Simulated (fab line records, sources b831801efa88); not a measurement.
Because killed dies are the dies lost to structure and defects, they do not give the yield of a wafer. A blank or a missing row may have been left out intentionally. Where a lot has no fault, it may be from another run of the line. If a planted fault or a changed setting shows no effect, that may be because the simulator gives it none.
Chamber matching / flow sky130 / SKY_POLY_CUT_ETCH_11 on rie-diel-01: 4 sister chambers
The step etches Si3N4 in CF4/CH2F2/Ar, stops on poly-Si, time 42.5 s, target depth 60 nm. 8 wafers are shown with their chamber, then 7 later ones without.

== WAFERS PAIRED WITH THEIR CHAMBERS ==
wafer=L340.1; chamber=2; drypump-motor-current-A (A)=5.84; oes-product-au (a.u.)=0.833
wafer=L341.3; chamber=1; drypump-motor-current-A (A)=5.41; oes-product-au (a.u.)=0.843
wafer=L341.6; chamber=0; drypump-motor-current-A (A)=5.69; oes-product-au (a.u.)=0.825
wafer=L342.2; chamber=1; drypump-motor-current-A (A)=5.39; oes-product-au (a.u.)=0.839
wafer=L342.3; chamber=2; drypump-motor-current-A (A)=5.85; oes-product-au (a.u.)=0.832
wafer=L342.4; chamber=3; drypump-motor-current-A (A)=5.82; oes-product-au (a.u.)=0.838
wafer=L344.4; chamber=3; drypump-motor-current-A (A)=5.80; oes-product-au (a.u.)=0.835
wafer=L344.5; chamber=0; drypump-motor-current-A (A)=5.74; oes-product-au (a.u.)=0.832

== WAFERS MISSING THEIR CHAMBER ==
wafer=L344.6; drypump-motor-current-A (A)=5.38; oes-product-au (a.u.)=0.849
wafer=L347.1; drypump-motor-current-A (A)=5.81; oes-product-au (a.u.)=0.840
wafer=L347.3; drypump-motor-current-A (A)=5.84; oes-product-au (a.u.)=0.834
wafer=L347.5; drypump-motor-current-A (A)=5.86; oes-product-au (a.u.)=0.832
wafer=L349.3; drypump-motor-current-A (A)=5.83; oes-product-au (a.u.)=0.854
wafer=L349.5; drypump-motor-current-A (A)=5.85; oes-product-au (a.u.)=0.835
wafer=L351.5; drypump-motor-current-A (A)=5.84; oes-product-au (a.u.)=0.828

== CHAMBER TAKEN BY EACH ==
wafer=L344.6; from the rows above=1; in truth=1
wafer=L347.1; from the rows above=can't be placed: 3 or 2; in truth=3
wafer=L347.3; from the rows above=can't be placed: 2 or 3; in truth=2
wafer=L347.5; from the rows above=2; in truth=2
wafer=L349.3; from the rows above=can't be placed: 3 or 2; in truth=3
wafer=L349.5; from the rows above=can't be placed: 2 or 3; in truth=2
wafer=L351.5; from the rows above=can't be placed: 2 or 3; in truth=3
2 of 7 placed correctly. Can't be placed from these rows: 5 (the true chamber is among the candidates in 5). Placed wrongly: 0.
How it was worked out, from the rows above alone: a wafer's distance from a chamber is the root of the sum, over the readings, of the square of ((its reading less the chamber's mean) divided by the reading's scatter). If the next closest chamber is less than 2 further off than the closest, the wafer can't be placed; otherwise it belongs to the closest. For every chamber, the mean is computed from those of its wafers that are shown. The scatter: take each reading less its chamber's mean, square it, sum over the shown wafers, divide by the number of wafers less the number of chambers, and take the root.
